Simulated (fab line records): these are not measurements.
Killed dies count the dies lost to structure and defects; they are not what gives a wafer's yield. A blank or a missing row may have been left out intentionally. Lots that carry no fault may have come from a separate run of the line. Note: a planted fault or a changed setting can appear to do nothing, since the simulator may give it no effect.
Which tool did it?    flow sfq line    42 wafers from 14 lots sampled at 4 of the route's 325 steps

WHAT THE GAUGES READ, wafer by wafer
SFQ_I3_BOW_MEAS_922.
lot   measured      on             I3_BOW (um)
L434  day 29 02:44  film metro-03  8 7 10
L435  day 30 15:09  film metro-03  3 -3 2
L436  day 32 18:52  film metro-04  0 9 9
L437  day 32 21:50  film metro-04  4 -7 -4
L438  day 33 00:52  film metro-03  -1 2 -7
L440  day 36 13:05  film metro-04  -8 6 -1
L441  day 37 12:59  film metro-04  13 1 8
L442  day 38 03:59  film metro-04  -5 -8 -7
L445  day 39 08:53  film metro-01  6 -4 12
L447  day 40 09:53  film metro-01  2 -1 0
L451  day 40 21:53  film metro-04  -1 -5 -8
L453  day 41 04:28  film metro-03  14 11 2
L455  day 41 12:53  film metro-01  -5 -7 -16
L457  day 42 23:20  film metro-04  -13 0 6

WHAT TOOL EACH LOT RAN ON (gives the tool, then ch and the chambers of the sampled wafers, and finally the start)
lot   SFQ_TRILAYER_I1_VIA_BARC_OPEN_VIA_ETCH_071  SFQ_TRILAYER_M3_LITHO_COAT_075     SFQ_TRILAYER_M3_STRIP_STRIP_079
L434  rie diel-01 ch 2,3, day 15 17:46            litho track-02 ch 0, day 22 14:41  rie metal-02 ch 0,1, day 28 21:25
L435  rie diel-01 ch 0,1,3, day 16 22:25          litho track-01 ch 0, day 23 19:34  rie metal-01 ch 0,1, day 30 09:37
L436  rie diel-01 ch 1,2, day 20 02:13            litho track-04 ch 0, day 26 21:06  rie metal-03 ch 0,1, day 32 14:38
L437  rie diel-04 ch 0,1,3, day 20 16:37          litho track-01 ch 0, day 27 12:49  rie metal-02 ch 0,1, day 32 15:50
L438  rie diel-01 ch 0,2,3, day 21 03:33          litho track-02 ch 0, day 27 21:50  rie metal-01 ch 0,1, day 32 17:02
L440  rie diel-01 ch 0,1,3, day 22 04:45          litho track-02 ch 0, day 33 14:53  rie metal-01 ch 0,1, day 34 19:13
L441  rie diel-01 ch 1,2,3, day 22 19:09          litho track-01 ch 0, day 35 13:15  rie metal-01 ch 0,1, day 35 15:39
L442  rie diel-01 ch 1,2, day 23 08:21            litho track-04 ch 0, day 36 06:47  rie metal-02 ch 0,1, day 36 09:11
L445  rie diel-04 ch 2,3, day 24 04:42            litho track-02 ch 0, day 37 02:32  rie metal-01 ch 0,1, day 37 04:46
L447  rie diel-01 ch 0,2, day 25 14:08            litho track-02 ch 0, day 38 03:25  rie metal-03 ch 0,1, day 38 17:14
L451  rie diel-01 ch 0,2,3, day 26 08:26          litho track-01 ch 0, day 39 05:01  rie metal-02 ch 0,1, day 39 10:55
L453  rie diel-01 ch 0,1, day 26 15:57            litho track-04 ch 0, day 39 14:34  rie metal-02 ch 0,1, day 39 22:36
L455  rie diel-04 ch 1,2,3, day 26 23:34          litho track-04 ch 0, day 40 06:13  rie metal-02 ch 0, day 40 08:28
L457  rie diel-03 ch 1,2, day 27 15:17            litho track-01 ch 0, day 41 10:29  rie metal-03 ch 0,1, day 42 19:29
- SFQ_TRILAYER_I1_VIA_BARC_OPEN_VIA_ETCH_071: etches BARC in O2, target depth 125 nm, time 41.7 s.
- SFQ_TRILAYER_M3_LITHO_COAT_075: resist thk 600 nm.
- SFQ_TRILAYER_M3_STRIP_STRIP_079: strips in O2.

WHAT THE TOOLS THEMSELVES READ (means of the sampled wafers that have a number; where no wafer has one, the mark that the record gives instead)
SFQ_TRILAYER_I1_VIA_BARC_OPEN_VIA_ETCH_071.
lot   tool         drypump motor current A (A)  oes product au (a.u.)
L434  rie diel-01  5.9                          0.685
L435  rie diel-01  6.4                          0.685
L436  rie diel-01  5.6                          0.681
L437  rie diel-04  5.8                          0.685
L438  rie diel-01  5.8                          0.680
L440  rie diel-01  6.4                          0.682
L441  rie diel-01  6.0                          0.683
L442  rie diel-01  6.1                          0.686
L445  rie diel-04  6.0                          0.690
L447  rie diel-01  5.7                          0.690
L451  rie diel-01  5.8                          0.681
L453  rie diel-01  6.2                          0.683
L455  rie diel-04  6.2                          0.690
L457  rie diel-03  5.7                          0.693

SFQ_TRILAYER_M3_LITHO_COAT_075.
lot   tool            spin speed rpm (rpm)
L434  litho track-02  2998.8
L435  litho track-01  3002.5
L436  litho track-04  2999.7
L437  litho track-01  3001.3
L438  litho track-02  3002.6
L440  litho track-02  2999.1
L441  litho track-01  2997.9
L442  litho track-04  2999.5
L445  litho track-02  2943.8
L447  litho track-02  2943.4
L451  litho track-01  3000.3
L453  litho track-04  2998.2
L455  litho track-04  3000.1
L457  litho track-01  3003.6

SFQ_TRILAYER_M3_STRIP_STRIP_079.
lot   tool          drypump motor current A (A)  oes product au (a.u.)
L434  rie metal-02  5.0                          1.005
L435  rie metal-01  5.6                          0.991
L436  rie metal-03  5.4                          1.013
L437  rie metal-02  5.4                          1.012
L438  rie metal-01  5.7                          0.993
L440  rie metal-01  5.5                          1.002
L441  rie metal-01  5.5                          1.012
L442  rie metal-02  5.0                          1.006
L445  rie metal-01  5.6                          1.005
L447  rie metal-03  5.4                          1.007
L451  rie metal-02  5.0                          1.000
L453  rie metal-02  5.0                          0.998
L455  rie metal-02  5.7                          0.981
L457  rie metal-03  5.3                          1.008

THE ANSWER, worked out from the rows above alone
Rule: the lots themselves supply what counts as usual. Put in order of their means at a reading, lots are off if they are a third of the lots or fewer, leave a main group of 4 or more, and stand apart from it by a gap of 3 or more times the standard deviation of the main group's means; of several such gaps the widest counts. A main group whose means are all the same, to the digits that the tables above print for the reading, isn't used. Also off: a lot with no number at a reading for which 4 or more lots have one. The other lots that the step has rows for count as sound. After the gauges, taken in route order, come the tools' own readings; for these a lot's mean is taken, as printed above. At the first step where some lot is off, the reading lying furthest off is the one used; lots without a number count as furthest.
Off at SFQ_TRILAYER_M3_LITHO_COAT_075 (spin speed rpm): L445, L447. Main group: mean 3000.3 rpm, sd 1.8.
A tool fits if, at that step or a process step before it, it ran every lot that is off, and no sound lot after the first of them. One fits: litho track-02 at SFQ_TRILAYER_M3_LITHO_COAT_075. Its last sound lot is L440 (day 33 14:53), its first lot that is off L445 (day 37 02:32): a fault that began between those two fits.
On the lots that are off, the tool's own readings at SFQ_TRILAYER_M3_LITHO_COAT_075 differ by more than 5 times the standard deviation of the sound lots' means, which bears it out; spin speed rpm reads 2943.6 rpm there versus 3000.3 rpm on the sound lots.

WHAT HAD BEEN PUT IN BY THE SIMULATOR
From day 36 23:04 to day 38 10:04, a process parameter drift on litho track-02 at SFQ_TRILAYER_M3_LITHO_COAT_075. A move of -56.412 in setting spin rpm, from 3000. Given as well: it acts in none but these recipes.
Struck lots among those shown: L445, L447. The rule above found the same.
